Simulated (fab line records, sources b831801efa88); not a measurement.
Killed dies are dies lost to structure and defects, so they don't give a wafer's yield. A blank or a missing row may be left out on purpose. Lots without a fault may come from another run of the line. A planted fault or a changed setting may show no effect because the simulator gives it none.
Which tool did it? | flow sfq_line | 14 lots, 42 wafers sampled, at 2 steps of a route of 325

WHAT THE GAUGES READ, wafer by wafer
The record holds no reading of a measuring or inspecting step that can be judged against a usual standard deviation.

WHICH TOOL RAN EACH LOT (tool, then ch and the chambers of the sampled wafers, then the start)
lot  | SFQ_TRILAYER_L0_CAP_PECVD_011  | SFQ_TRILAYER_L0_VIA_ETCH_VIA_ETCH_016
L437 | pecvd-02 ch 0,2, day 3 15:53   | rie_diel-02 ch 0,3, day 4 21:49
L439 | pecvd-02 ch 1,2, day 3 20:41   | rie_diel-02 ch 0,1,2, day 5 04:05
L440 | pecvd-04 ch 0,1, day 3 21:52   | rie_diel-03 ch 0,2,3, day 5 08:53
L441 | pecvd-01 ch 0,1,2, day 4 00:16 | rie_diel-04 ch 0,1,2, day 5 10:07
L444 | pecvd-01 ch 0,1,2, day 4 06:30 | rie_diel-02 ch 0,2, day 5 19:47
L447 | pecvd-04 ch 0,2, day 4 21:25   | rie_diel-02 ch 1,2, day 6 08:59
L448 | pecvd-02 ch 0,1, day 5 03:41   | rie_diel-02 ch 0,2,3, day 6 13:47
L449 | pecvd-04 ch 0,1,2, day 5 12:05 | rie_diel-02 ch 0,1,3, day 6 23:23
L451 | pecvd-01 ch 0,1,2, day 5 22:59 | rie_diel-02 ch 1,2, day 7 11:23
L452 | pecvd-02 ch 0,1, day 6 03:47   | rie_diel-03 ch 1,2, day 7 14:59
L453 | pecvd-02 ch 1,2, day 6 08:35   | rie_diel-03 ch 1,2, day 7 21:59
L455 | pecvd-02 ch 0,2, day 6 18:11   | rie_diel-04 ch 0,2, day 8 06:34
L456 | pecvd-01 ch 0,2, day 6 22:59   | rie_diel-03 ch 0,2,3, day 8 08:58
L457 | pecvd-01 ch 0,1,2, day 7 02:50 | rie_diel-02 ch 1,3, day 8 12:34
- SFQ_TRILAYER_L0_CAP_PECVD_011: deposits SiO2 from SiH4/N2O, time 13.333 s, target thk 60 nm.
- SFQ_TRILAYER_L0_VIA_ETCH_VIA_ETCH_016: etches SiO2 in CHF3, stops on MoNx KI, target depth 80 nm.

WHAT THE TOOLS THEMSELVES READ (means of the sampled wafers that have a number; where no wafer has one, the mark that the record gives instead)
SFQ_TRILAYER_L0_CAP_PECVD_011.
lot  | tool     | heater_power_outer_w (W) | heater_power_w (W) | throttle_valve_pct (%)
L437 | pecvd-02 | 26                       | 87                 | 23.5
L439 | pecvd-02 | 49                       | 113                | 25.3
L440 | pecvd-04 | 21                       | 62                 | 25.2
L441 | pecvd-01 | 38                       | 98                 | 22.6
L444 | pecvd-01 | 37                       | 97                 | 22.6
L447 | pecvd-04 | 27                       | 73                 | 24.1
L448 | pecvd-02 | 41                       | 108                | 24.2
L449 | pecvd-04 | 24                       | 68                 | 25.0
L451 | pecvd-01 | 38                       | 98                 | 22.7
L452 | pecvd-02 | 39                       | 104                | 24.2
L453 | pecvd-02 | 47                       | 111                | 25.6
L455 | pecvd-02 | 33                       | 95                 | 23.8
L456 | pecvd-01 | 26                       | 79                 | 23.0
L457 | pecvd-01 | 36                       | 97                 | 22.8

SFQ_TRILAYER_L0_VIA_ETCH_VIA_ETCH_016.
lot  | tool        | drypump_motor_current_A (A) | oes_product_au (a.u.)
L437 | rie_diel-02 | 5.6                         | 0.842
L439 | rie_diel-02 | 5.8                         | 0.843
L440 | rie_diel-03 | 5.6                         | 0.843
L441 | rie_diel-04 | 5.6                         | 0.848
L444 | rie_diel-02 | 5.9                         | 0.847
L447 | rie_diel-02 | 5.7                         | 0.808
L448 | rie_diel-02 | 5.8                         | 0.847
L449 | rie_diel-02 | 5.6                         | 0.799
L451 | rie_diel-02 | 5.9                         | 0.840
L452 | rie_diel-03 | 6.1                         | 0.846
L453 | rie_diel-03 | 6.1                         | 0.843
L455 | rie_diel-04 | 5.6                         | 0.836
L456 | rie_diel-03 | 5.6                         | 0.842
L457 | rie_diel-02 | 5.6                         | 0.837

THE ANSWER, worked out from the rows above alone
Rule: what is usual is taken from the lots themselves. Put in order of their means at a reading, lots are off if they are a third of the lots or fewer, leave a main group of 4 or more, and stand apart from it by a gap of 3 or more times the standard deviation of the main group's means; of several such gaps the widest counts. A main group whose means are all the same, to the digits that the tables above print for the reading, isn't used. A lot without any number at a reading at which 4 lots or more have one is off too. The other lots that the step has rows for count as sound. The gauges are gone through in route order, then the tools' own readings, and for those a lot's mean is taken as printed above. The first step at which some lot is off is used, and at that step the reading that is off furthest; a lot without a number counts as furthest.
Off: L447, L449, at SFQ_TRILAYER_L0_VIA_ETCH_VIA_ETCH_016 (oes_product_au). The main group: mean 0.843 a.u., standard deviation 0.0037.
A tool fits if, at that step or a process step before it, it ran every lot that is off, and no sound lot after the first of them. One fits: pecvd-04 at SFQ_TRILAYER_L0_CAP_PECVD_011. Its last sound lot is L440 (day 3 21:52), its first lot that is off L447 (day 4 21:25): a fault that began between those two fits.

WHAT THE SIMULATOR HAD PUT IN
Process parameter drift: pecvd-04, from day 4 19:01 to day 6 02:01, at SFQ_TRILAYER_L0_CAP_PECVD_011. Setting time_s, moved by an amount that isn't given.
Lots struck among those shown: L447, L449. The rule above found the same.
